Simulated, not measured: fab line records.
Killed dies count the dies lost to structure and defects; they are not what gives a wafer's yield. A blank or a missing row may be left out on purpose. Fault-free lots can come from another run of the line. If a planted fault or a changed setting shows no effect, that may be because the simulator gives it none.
Which tool did it? + flow sky130 + 12 lots (36 wafers sampled), 1 step of a 708-step route

WHAT THE GAUGES SHOWED, per wafer
SKY_VIA2_CD_MEAS_12: the cd target is 200 nm.
| lot  | measured     | on        | cd nm (nm)        |
|------|--------------|-----------|-------------------|
| L285 | day 36 06:45 | cd sem-02 | 199.6 201.5 201.5 |
| L286 | day 36 10:50 | cd sem-02 | 199.3 197.9 199.3 |
| L288 | day 37 14:51 | cd sem-02 | 201.5 200.3 199.4 |
| L292 | day 39 02:03 | cd sem-01 | 202.9 202.1 201.0 |
| L293 | day 39 04:56 | cd sem-01 | 200.2 199.8 199.0 |
| L294 | day 39 09:13 | cd sem-01 | 202.4 199.3 200.0 |
| L300 | day 41 11:07 | cd sem-01 | 200.6 200.3 201.8 |
| L304 | day 42 03:32 | cd sem-02 | 200.7 201.9 201.8 |
| L306 | day 42 16:26 | cd sem-01 | 198.7 197.6 197.7 |
| L305 | day 42 20:56 | cd sem-02 | 198.6 199.4 199.5 |
| L308 | day 43 03:56 | cd sem-02 | 202.3 201.2 200.3 |
| L307 | day 43 04:34 | cd sem-01 | 198.4 198.3 198.5 |

EACH LOT AND THE TOOL THAT RAN IT (in order: tool; ch and the chambers of the sampled wafers; start)
Before these readings, the record contains no process step.

WHAT THE TOOLS THEMSELVES READ (means of the sampled wafers that have a number; where no wafer has one, the mark that the record gives instead)
The record holds no such reading with a usual standard deviation.

THE ANSWER, worked out from the rows above alone
Rule: what is usual is taken from the lots themselves. The widest of any qualifying gaps counts: lots, ordered by their means at a reading, are off when they make up no more than a third of the lots, leave a main group of 4 or more, and stand apart from it by 3 or more times the standard deviation of that group's means. Not used: any main group whose means are identical at the precision the tables above print for the reading. Also off: a lot with no number at a reading for which 4 or more lots have one. The other lots that the step has rows for count as sound. Order of review: gauges by route order, followed by the tools' own readings, for which a lot's mean as printed above is used. The first step at which some lot is off is used, and at that step the reading that is off furthest; a lot without a number counts as furthest.
Across all readings shown, no lot is off: no conclusion can be drawn from this.

WHAT HAD BEEN PUT IN BY THE SIMULATOR
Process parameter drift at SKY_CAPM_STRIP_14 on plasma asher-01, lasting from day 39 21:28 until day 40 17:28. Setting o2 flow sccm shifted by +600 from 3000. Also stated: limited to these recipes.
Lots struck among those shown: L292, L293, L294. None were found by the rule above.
